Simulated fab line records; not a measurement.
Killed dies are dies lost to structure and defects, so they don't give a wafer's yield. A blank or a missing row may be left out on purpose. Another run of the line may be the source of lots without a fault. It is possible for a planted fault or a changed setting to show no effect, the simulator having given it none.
Which tool did it?    flow sky130    10 lots, 29 wafers sampled, at 4 steps of a route of 708

## WHAT THE GAUGES SHOWED, per wafer
SKY_VIA4_RS_MEAS_19: measures by four-point-probe.
lot   measured      on            VIA4_W_RS (ohm/sq)
L541  day 43 09:17  filmMetro-02  0.226 0.227 0.216
L542  day 43 18:37  filmMetro-04  0.225 0.227 0.226
L544  day 44 07:06  filmMetro-01  0.229 0.229 0.227
L545  day 44 11:15  filmMetro-04  0.228 0.230 0.224
L547  day 45 12:47  filmMetro-04  0.220 0.232 0.219
L548  day 45 13:34  filmMetro-04  0.229 0.226 0.228
L553  day 46 16:59  filmMetro-02  0.229 0.151
L558  day 48 03:05  filmMetro-01  0.228 0.230 0.228
L559  day 48 09:08  filmMetro-04  0.228 0.227 0.226
L561  day 49 04:23  filmMetro-01  0.230 0.228 0.227

## EACH LOT AND THE TOOL THAT RAN IT (in order: tool; ch and the chambers of the sampled wafers; start)
lot   SKY_POLY_CUT_STRIP_12                SKY_VIA2_CMP_02                SKY_VIA4_CVD_18
L541  plasmaAsher-02 ch 0,1, day 24 12:03  cmp-02 ch 1,2,3, day 35 15:17  cvdW-02 ch 0,1, day 43 09:07
L542  plasmaAsher-02 ch 0,1, day 25 00:27  cmp-01 ch 1,2,3, day 36 02:02  cvdW-01 ch 0,1, day 43 18:28
L544  plasmaAsher-03 ch 0,1, day 25 15:54  cmp-02 ch 1,2,3, day 36 14:47  cvdW-01 ch 0,1, day 44 06:55
L545  plasmaAsher-03 ch 0,1, day 26 01:39  cmp-02 ch 0,2,3, day 36 22:26  cvdW-01 ch 0,1, day 44 11:05
L547  plasmaAsher-01 ch 0,1, day 27 08:26  cmp-02 ch 0,1,2, day 38 03:13  cvdW-02 ch 0,1, day 45 12:38
L548  plasmaAsher-03 ch 0,1, day 27 13:27  cmp-02 ch 0,2,3, day 38 05:36  cvdW-01 ch 0,1, day 45 13:24
L553  plasmaAsher-01 ch 0,1, day 29 00:36  cmp-01 ch 2,3, day 39 14:53    cvdW-02 ch 0,1, day 46 16:50
L558  plasmaAsher-03 ch 0,1, day 30 13:50  cmp-02 ch 1,3, day 41 01:52    cvdW-01 ch 0, day 48 02:50
L559  plasmaAsher-02 ch 0,1, day 31 04:18  cmp-01 ch 0,1,3, day 41 13:39  cvdW-01 ch 1, day 48 08:58
L561  plasmaAsher-03 ch 0, day 32 07:12    cmp-02 ch 0,1,3, day 42 11:20  cvdW-01 ch 0,1, day 49 04:14
- SKY_POLY_CUT_STRIP_12: strips in O2/N2.
- SKY_VIA2_CMP_02: polishes SiO2.
- SKY_VIA4_CVD_18: deposits W, target thk 505 nm, time 152.14 s.

## THE ANSWER, worked out from the rows above alone
Rule: usual is defined by the lots themselves. The widest of any qualifying gaps counts: lots, ordered by their means at a reading, are off when they make up no more than a third of the lots, leave a main group of 4 or more, and stand apart from it by 3 or more times the standard deviation of that group's means. A main group is skipped when, at the precision printed for the reading in the tables above, its means are all equal. A lot without any number at a reading at which 4 lots or more have one is off too. The other lots that the step has rows for count as sound.
Off: L553, at SKY_VIA4_RS_MEAS_19 (VIA4_W_RS). For the main group the mean is 0.227 ohm/sq and the standard deviation 0.0019.
A tool fits if, at a process step before that reading, it ran every lot that is off, and no sound lot after the first of them. Gauges at SKY_VIA4_RS_MEAS_19: tried the same way as those tools. Can't be told from this: 3 tools fit, plasmaAsher-01 at SKY_POLY_CUT_STRIP_12, cvdW-02 at SKY_VIA4_CVD_18, filmMetro-02 at SKY_VIA4_RS_MEAS_19.

## WHAT THE SIMULATOR HAD PUT IN
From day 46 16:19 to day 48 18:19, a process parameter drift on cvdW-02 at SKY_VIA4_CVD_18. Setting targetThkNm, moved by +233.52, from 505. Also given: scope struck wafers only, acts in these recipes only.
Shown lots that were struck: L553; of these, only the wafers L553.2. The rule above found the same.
